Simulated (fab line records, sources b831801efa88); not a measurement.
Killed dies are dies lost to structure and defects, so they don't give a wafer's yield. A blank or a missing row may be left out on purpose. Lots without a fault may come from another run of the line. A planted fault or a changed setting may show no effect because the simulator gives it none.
fab line records | flow sky130
record lots=12 wafers=36 last_day=50
route steps=708 shown POLY_CUT@317 SD_P@327 LI_CONTACT@371 PAD_OPEN@708
lots that met no fault: from a run of the same line without faults
start_h: hours from the record's first day to the start of the lot's first wafer shown | wait_h: hours since the lot's step before | " the same as in the row above | L1.1+2: a row that stands for several wafers | - no value, or no start given | * or withheld: withheld | < > ~ a bound
route shown NAME@n: a module of which the file shows steps, and the number in the route of the first | usual: mean/standard deviation of fault-free wafers | same: alike in all rows | chamber/n: place in a boat | sites: the reading at each site | _std_site: their standard deviation | _edge_site: outer sites' mean less inner sites' | radius_mm: how far each site lies from the wafer's centre | mask NAME#n: copy n | behind: the tool/chamber that last shaped the wafer | hold: why the lot was held/for how many hours/how that ended | device: the transistor (n, p or np) that didn't switch | end of line: the same wafers' tests at the end of the route | a step without rows: its recipe alone | killed: dies lost to structure and defects at the first sort, not the wafer's yield | map: a wafer's dies, x killed, . not, _ none there
set.NAME: the setting as run; set.NAME@STEP: as run at that earlier step | model.NAME: the simulator's own value behind a step, which no gauge read
steps of the route over a sample of lots; a table a step, a row a wafer
services: from which hour (start_h, from the record's first day; less than 0 if before it) a tool's chamber was out of use, for how many hours, and why
## steps
# step SKY_POLY_CUT_ETCH_10
# recipe chemistry=N2/H2 target=BARC ion_energy_ev=200 source_w=500 bias_w=100 pressure_mtorr=30 n2_flow_sccm=100 h2_flow_sccm=200 stop_on=SiO2 time_s=45.9 target_depth_a=600
# usual drypump_motor_current_A=5.9/0.46 h2_flow_sccm=200.0/0.62 oes_product_au=0.855/0.0047 rf_fwd_power_W=495.1/2.2 throttle_valve_pct=13.225/0.0094
# columns lot.wafer tool chamber start_h wait_h drypump_motor_current_A h2_flow_sccm oes_product_au rf_fwd_power_W rf_hours_counter_h throttle_valve_pct
L423.2 rie_diel-01 0 591.21 0.0 6.0 199.6 0.848 490.1 32 13.220
L423.3 " 1 " " 6.8 199.4 0.847 493.8 68 13.220
L423.4 " 2 " " 6.5 200.2 0.864 494.4 5 13.232
L425.1 rie_diel-01 0 594.11 0.0 5.9 199.5 0.858 494.5 32 13.230
L425.3 " 1 " " 6.7 200.3 0.854 495.2 68 13.225
L425.5 " 1 " " 6.7 200.2 0.855 492.3 - 13.221
L427.1 rie_diel-01 0 601.50 0.0 5.9 200.2 0.859 495.7 32 13.228
L427.2 " 1 " " 6.7 200.7 0.853 493.1 68 13.231
L427.6 " 3 " " 5.4 200.0 0.850 497.5 - 13.215
L426.2 rie_diel-02 0 601.81 0.0 6.0 200.5 0.860 494.8 9 13.222
L426.3 " 3 " " 5.6 200.8 0.852 495.0 5 13.221
L426.5 " 1 " " 5.3 201.2 0.854 499.4 - 13.252
L428.4 rie_diel-02 0 605.00 0.0 6.0 199.4 0.855 489.9 9 13.210
L428.5 " 0 " " 6.0 199.8 0.853 492.0 - 13.224
L428.6 " 3 " " 5.6 199.7 0.851 494.0 - 13.236
L432.3 rie_diel-01 2 638.51 0.0 6.5 199.6 0.858 495.7 6 13.229
L432.4 " 0 " " 6.0 199.9 0.856 494.2 33 13.224
L432.5 " 2 " " 6.5 199.7 0.862 498.3 - 13.221
L435.1 rie_diel-01 0 659.25 0.0 5.9 199.8 0.850 491.4 33 13.215
L435.3 " 1 " " 6.7 198.5 0.853 493.6 0 13.238
L435.6 " 3 " " 5.5 200.4 0.850 496.2 - 13.225
L439.2 rie_diel-02 2 691.45 0.0 6.2 200.3 0.852 496.3 5 13.222
L439.4 " 3 " " 5.6 200.7 0.847 498.1 7 13.237
L439.5 " 1 " " 5.3 199.3 0.850 497.0 - 13.230
L441.1 rie_diel-04 2 705.05 0.0 6.4 200.7 0.856 489.5 9 13.233
L441.2 " 1 " " 6.2 199.4 0.858 495.2 12 13.222
L441.6 " 0 " " 5.6 201.5 0.855 497.5 - 13.212
L443.2 rie_diel-04 2 729.11 0.0 6.4 199.8 0.859 490.6 9 13.241
L443.3 " 3 " " 5.3 200.3 0.856 497.0 14 13.231
L443.6 " 3 " " 5.3 200.1 0.863 495.6 - 13.211
L444.1 rie_diel-01 0 750.45 0.0 6.0 199.7 0.854 493.6 35 13.230
L444.4 " 2 " " 6.5 199.7 0.860 495.1 8 13.214
L444.6 " 3 " " 5.4 200.6 0.855 496.5 - 13.228
L446.2 rie_diel-01 2 753.01 0.0 6.4 200.6 0.851 494.3 8 13.243
L446.4 " 0 " " 5.9 199.6 0.862 495.2 35 13.223
L446.5 " 1 " " 6.7 199.7 0.855 492.5 - 13.237
# step SKY_SD_P_CD_MEAS_07
# recipe target_cd_nm=380
# usual cd_nm=380.2/2.6
# columns lot.wafer tool chamber start_h wait_h cd_nm
L423.2 cd_sem-02 - 620.01 0.1 379.9
L423.3 " - " " 378.2
L423.4 " - " " 378.9
L425.1 cd_sem-02 - 623.10 0.2 375.3
L425.3 " - " " 374.0
L425.5 " - " " 376.7
L427.1 cd_sem-01 - 630.48 0.1 381.4
L427.2 " - " " 380.2
L427.6 " - " " 380.4
L426.2 cd_sem-02 - 630.80 0.1 376.4
L426.3 " - " " 379.0
L426.5 " - " " 379.5
L428.4 cd_sem-01 - 632.71 0.1 381.2
L428.5 " - " " 380.1
L428.6 " - " " 379.1
L432.3 cd_sem-02 - 667.19 0.1 381.3
L432.4 " - " " 380.8
L432.5 " - " " 381.9
L435.1 cd_sem-02 - 687.79 0.4 384.2
L435.3 " - " " 384.9
L435.6 " - " " 385.6
L439.2 cd_sem-01 - 719.40 0.1 379.3
L439.4 " - " " 379.1
L439.5 " - " " 379.7
L441.1 cd_sem-01 - 730.85 0.1 382.6
L441.2 " - " " 382.2
L441.6 " - " " 381.8
L443.2 cd_sem-02 - 756.22 0.1 377.7
L443.3 " - " " 376.1
L443.6 " - " " 378.3
L444.1 cd_sem-01 - 776.70 0.1 381.4
L444.4 " - " " 380.3
L444.6 " - " " 383.0
L446.2 cd_sem-01 - 779.90 0.1 382.2
L446.4 " - " " 382.7
L446.5 " - " " 380.2
# step SKY_SD_P_OVL_MEAS_08
# usual SD_P_OVL=-0.1/1.2
# columns lot.wafer tool chamber start_h wait_h SD_P_OVL[nm]
L423.2 overlay-01 - 620.12 0.1 1.8
L423.3 " - " " -1.6
L423.4 " - " " -0.7
L425.1 overlay-02 - 623.22 0.1 -0.4
L425.3 " - " " 0.7
L425.5 " - " " 0.5
L427.1 overlay-02 - 630.60 0.1 -2.7
L427.2 " - " " -2.0
L427.6 " - " " -1.4
L426.2 overlay-01 - 630.91 0.1 2.6
L426.3 " - " " -0.2
L426.5 " - " " 0.4
L428.4 overlay-01 - 632.79 0.1 -0.3
L428.5 " - " " -1.4
L428.6 " - " " -0.5
L432.3 overlay-02 - 667.29 0.1 0.0
L432.4 " - " " -0.9
L432.5 " - " " -0.9
L435.1 overlay-02 - 687.91 0.1 -1.1
L435.3 " - " " -1.0
L435.6 " - " " -1.0
L439.2 overlay-02 - 719.51 0.1 -0.4
L439.4 " - " " -0.4
L439.5 " - " " -2.1
L441.1 overlay-02 - 730.97 0.1 -1.1
L441.2 " - " " -1.4
L441.6 " - " " 0.5
L443.2 overlay-01 - 756.33 0.1 -0.9
L443.3 " - " " -0.7
L443.6 " - " " -0.6
L444.1 overlay-01 - 776.82 0.1 0.5
L444.4 " - " " 0.2
L444.6 " - " " 0.1
L446.2 overlay-01 - 780.01 0.1 0.4
L446.4 " - " " 0.6
L446.5 " - " " -0.2
# step SKY_LI_CONTACT_EXPOSE_09
# recipe mask_id=LICM1 na=0.8 source_shape=annular sigma_inner=0.55 sigma_outer=0.85 target_cd_nm=170 dose_mj=38
# usual exposure_dose_mJ_cm2=37.98/0.033
# columns lot.wafer tool chamber start_h wait_h mask exposure_dose_mJ_cm2
L423.2 krf_scanner-01 0 691.35 - LICM1#0 37.97
L423.3 " 0 " " LICM1#0 38.03
L423.4 " 0 " " LICM1#0 38.00
L425.1 krf_scanner-01 0 696.33 - LICM1#0 38.06
L425.3 " 0 " " LICM1#0 37.98
L425.5 " 0 " " LICM1#0 37.99
L427.1 krf_scanner-02 0 704.13 - LICM1#0 37.97
L427.2 " 0 " " LICM1#0 37.98
L427.6 " 0 " " LICM1#0 37.96
L426.2 krf_scanner-01 0 704.40 - LICM1#0 37.99
L426.3 " 0 " " LICM1#0 37.99
L426.5 " 0 " " LICM1#0 37.99
L428.4 krf_scanner-02 0 705.88 - LICM1_R1#0 38.02
L428.5 " 0 " " LICM1_R1#0 38.00
L428.6 " 0 " " LICM1_R1#0 37.99
L432.3 krf_scanner-01 0 738.22 - LICM1#0 38.00
L432.4 " 0 " " LICM1#0 38.00
L432.5 " 0 " " LICM1#0 38.04
L435.1 krf_scanner-01 0 757.75 - LICM1#0 37.95
L435.3 " 0 " " LICM1#0 38.02
L435.6 " 0 " " LICM1#0 38.02
L439.2 krf_scanner-01 0 789.16 - LICM1#0 37.90
L439.4 " 0 " " LICM1#0 37.98
L439.5 " 0 " " LICM1#0 37.97
L441.1 krf_scanner-01 0 800.55 - LICM1#0 37.99
L441.2 " 0 " " LICM1#0 38.01
L441.6 " 0 " " LICM1#0 37.99
L443.2 krf_scanner-02 0 824.90 - LICM1#0 37.94
L443.3 " 0 " " LICM1#0 37.99
L443.6 " 0 " " LICM1#0 37.99
L444.1 krf_scanner-01 0 844.48 - LICM1#0 38.02
L444.4 " 0 " " LICM1#0 37.92
L444.6 " 0 " " LICM1#0 37.99
L446.2 krf_scanner-01 0 848.46 - LICM1#0 37.93
L446.4 " 0 " " LICM1#0 37.96
L446.5 " 0 " " LICM1#0 38.00
# step SKY_LI_CONTACT_CD_MEAS_12
# recipe target_cd_nm=170
# usual cd_nm=169.8/1.6
# columns lot.wafer tool chamber start_h wait_h hold cd_nm
L423.2 cd_sem-02 - 705.32 - - 172.6
L423.3 " - " " - 173.7
L423.4 " - " " - 173.7
L425.1 cd_sem-02 - 710.29 - - 171.7
L425.3 " - " " - 172.1
L425.5 " - " " - 171.7
L427.1 cd_sem-01 - 717.79 - - 169.1
L427.2 " - " " - 170.1
L427.6 " - " " - 170.4
L426.2 cd_sem-01 - 717.93 - - 169.9
L426.3 " - " " - 168.4
L426.5 " - " " - 169.5
L428.4 cd_sem-01 - 719.21 - await_dispo/0.2h/release 148.3
L428.5 " - " " await_dispo/0.2h/release 150.2
L428.6 " - " " await_dispo/0.2h/release 149.4
L428.4 cd_sem-01 - 719.56 0.3 - 148.4
L428.5 " - " " - 150.1
L428.6 " - " " - 149.3
L432.3 cd_sem-02 - 751.28 - - 167.3
L432.4 " - " " - 168.4
L432.5 " - " " - 169.1
L435.1 cd_sem-01 - 771.40 - - 169.4
L435.3 " - " " - 168.6
L435.6 " - " " - 168.2
L439.2 cd_sem-02 - 802.37 - - 169.3
L439.4 " - " " - 169.4
L439.5 " - " " - 169.7
L441.1 cd_sem-01 - 813.14 - - 169.4
L441.2 " - " " - 171.3
L441.6 " - " " - 171.8
L443.2 cd_sem-02 - 837.17 - - 170.3
L443.3 " - " " - 170.2
L443.6 " - " " - 171.1
L444.1 cd_sem-01 - 857.90 - - 168.2
L444.4 " - " " - 168.1
L444.6 " - " " - 167.4
L446.2 cd_sem-02 - 861.63 - - 169.7
L446.4 " - " " - 169.9
L446.5 " - " " - 170.7
# step SKY_PAD_OPEN_PROBE_99
# usual killed_at_M0_to_M3=44/7.1 killed_at_M4_up=3.0/1.9 killed_at_contacts=25/5.6 killed_at_front_end=14/4.1 killed_at_other=0.2/0.44 killed_dies=86/9.1 killed_open=47/7.4 killed_short=39/5.7
# same gross_dies=492 killed_at_back_side=0
# columns lot.wafer tool chamber start_h wait_h killed_at_M0_to_M3 killed_at_M4_up killed_at_contacts killed_at_front_end killed_at_other killed_dies killed_open killed_short
L425.1 prober-01 - 1095.57 0.1 57 5 24 11 0 97 56 41
L425.3 prober-01 - 1095.67 0.2 45 2 22 10 0 79 39 40
L425.5 prober-01 - 1095.77 0.2 37 1 27 12 0 77 39 38
L428.4 prober-02 - 1103.74 0.2 46 3 35 12 0 96 51 33
L428.5 prober-02 - 1103.79 0.2 38 5 29 15 1 88 47 34
L428.6 prober-02 - 1103.84 0.2 37 4 36 19 0 96 38 45
# killed by level:class
L425.1 VIA1:geometric_particle:open=16 VIA2:geometric_particle:open=10 LOCAL_INTERCONNECT:geometric_particle:short=8 VIA3:geometric_particle:open=8 LI_CONTACT:geometric_particle:open=7 METAL2:geometric_particle:short=7 METAL1:geometric_particle:short=5 CONTACT:geometric_particle:open=5
L425.3 VIA1:geometric_particle:short=12 CONTACT:geometric_particle:open=10 VIA1:geometric_particle:open=8 VIA2:geometric_particle:open=7 VIA3:geometric_particle:open=6 LOCAL_INTERCONNECT:geometric_particle:short=5 METAL1:geometric_particle:short=5 POLY_GATE:geometric_particle:short=3
L425.5 CONTACT:geometric_particle:open=11 CONTACT:geometric_particle:short=7 VIA1:geometric_particle:open=7 VIA1:geometric_particle:short=6 METAL1:geometric_particle:short=5 VIA2:geometric_particle:open=5 VIA3:geometric_particle:open=5 LOCAL_INTERCONNECT:geometric_particle:short=4
L428.4 LI_CONTACT:area_expose=12 CONTACT:geometric_particle:open=10 VIA3:geometric_particle:open=10 VIA1:geometric_particle:open=10 VIA2:geometric_particle:open=7 LI_CONTACT:geometric_particle:open=6 VIA2:geometric_particle:short=6 FIELD_ISO:geometric_particle:open=4
L428.5 VIA1:geometric_particle:open=11 LI_CONTACT:geometric_particle:open=8 VIA2:geometric_particle:open=8 LI_CONTACT:area_expose=7 LOCAL_INTERCONNECT:geometric_particle:short=5 CONTACT:geometric_particle:open=5 METAL3:geometric_particle:short=5 VIA3:geometric_particle:open=5
L428.6 LI_CONTACT:area_expose=13 CONTACT:geometric_particle:open=7 VIA1:geometric_particle:open=6 VIA2:geometric_particle:open=5 POLY_GATE:geometric_particle:short=5 LI_CONTACT:geometric_particle:open=5 CONTACT:geometric_particle:short=5 VIA2:geometric_particle:short=5
## services
# columns tool chamber start_h hours kind
krf_scanner-02 - 575.56 0.8 pm
krf_scanner-02 - 582.43 4.0 pm
krf_scanner-01 - 590.84 1.3 pm
krf_scanner-02 - 596.50 1.0 pm
rie_diel-01 0 609.60 13.8 repair
krf_scanner-01 - 636.21 0.8 pm
rie_diel-01 - 639.48 2.8 pm
krf_scanner-02 - 662.43 0.3 repair
krf_scanner-02 - 677.98 0.5 repair
krf_scanner-01 - 678.46 4.4 pm
krf_scanner-01 - 682.84 4.0 pm
krf_scanner-01 - 692.37 0.6 repair
rie_diel-01 3 695.37 4.6 repair
krf_scanner-01 - 709.51 1.0 pm
krf_scanner-02 - 717.59 1.4 repair
krf_scanner-02 - 719.44 1.3 pm
krf_scanner-02 - 744.36 0.8 pm
krf_scanner-02 - 757.04 66.6 repair
krf_scanner-02 - 773.41 0.4 repair
krf_scanner-01 - 790.82 1.3 pm
rie_diel-02 - 800.73 1.5 repair
rie_diel-01 3 814.97 6.0 repair
krf_scanner-01 - 824.59 0.8 pm
rie_diel-01 2 837.97 30.5 repair
## key
first_sign step=SKY_LI_CONTACT_EXPOSE_09 reading=mask direction=changed
effect step=SKY_LI_CONTACT_CD_MEAS_12 reading=visit direction=added
effect step=SKY_LI_CONTACT_CD_MEAS_12 reading=cd_nm direction=down sigmas=13 usual=169.8 struck=149.3
met_at SKY_LI_CONTACT_EXPOSE_09
struck_lots L428
tester_left_out L428
not_acting_at SKY_POLY_CUT_ETCH_10,SKY_SD_P_CD_MEAS_07,SKY_SD_P_OVL_MEAS_08
onset_between 704.13 705.88
fault kind=wrong_mask tool=any chamber=- onset_h=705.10 steps=SKY_LI_CONTACT_EXPOSE_09 aux_copy=LICM1_R1#0 cd_offset_nm=-20 scope=struck_lots_only
# tester_left_out: of these lots the tester's yield and bins aren't shown, on N5 and GAA mostly nor the transistor test; their killed dies are dies lost to structure and defects alone, not to doping, threshold or leakage, so they don't give the yield
